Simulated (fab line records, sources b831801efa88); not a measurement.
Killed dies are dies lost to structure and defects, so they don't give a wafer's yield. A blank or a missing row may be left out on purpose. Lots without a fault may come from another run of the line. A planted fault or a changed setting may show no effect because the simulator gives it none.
Which tool did it? | flow sky130 | 6 lots, 18 wafers sampled, at 3 steps of a route of 708

WHAT THE GAUGES READ, wafer by wafer
SKY_NWELL_TW_MEAS_15.
lot  | measured    | on            | NWELL_TW
L732 | day 4 20:23 | film_metro-04 | 1805 1798 1799
L735 | day 5 13:42 | film_metro-01 | 1821 1810 1808
L737 | day 5 22:17 | film_metro-02 | 1779 1785 1790
L749 | day 8 19:56 | film_metro-02 | 1772 1780 1785
L751 | day 9 08:59 | film_metro-02 | 1793 1792 1793
L753 | day 9 20:04 | film_metro-01 | 1820 1805 1818

WHICH TOOL RAN EACH LOT (tool, then ch and the chambers of the sampled wafers, then the start)
lot  | SKY_PWDE_STRIP_09                   | SKY_NWELL_STRIP_14
L732 | plasma_asher-04 ch 1, day 4 03:23   | plasma_asher-04 ch 0,1, day 4 20:17
L735 | plasma_asher-03 ch 0,1, day 4 19:31 | plasma_asher-04 ch 0,1, day 5 13:37
L737 | plasma_asher-04 ch 0,1, day 5 03:14 | plasma_asher-04 ch 0,1, day 5 22:11
L749 | plasma_asher-04 ch 0,1, day 7 22:52 | plasma_asher-02 ch 0,1, day 8 19:50
L751 | plasma_asher-01 ch 0,1, day 8 11:50 | plasma_asher-03 ch 0,1, day 9 08:53
L753 | plasma_asher-03 ch 0,1, day 8 21:51 | plasma_asher-03 ch 0,1, day 9 19:58
- SKY_PWDE_STRIP_09: strips in O2/N2.
- SKY_NWELL_STRIP_14: strips in O2/N2.

THE ANSWER, worked out from the rows above alone
Rule: what is usual is taken from the lots themselves. Put in order of their means at a reading, lots are off if they are a third of the lots or fewer, leave a main group of 4 or more, and stand apart from it by a gap of 3 or more times the standard deviation of the main group's means; of several such gaps the widest counts. A main group whose means are all the same, to the digits that the tables above print for the reading, isn't used. A lot without any number at a reading at which 4 lots or more have one is off too. The other lots that the step has rows for count as sound.
No lot is off at any reading shown: from this, nothing can be told.

WHAT THE SIMULATOR HAD PUT IN
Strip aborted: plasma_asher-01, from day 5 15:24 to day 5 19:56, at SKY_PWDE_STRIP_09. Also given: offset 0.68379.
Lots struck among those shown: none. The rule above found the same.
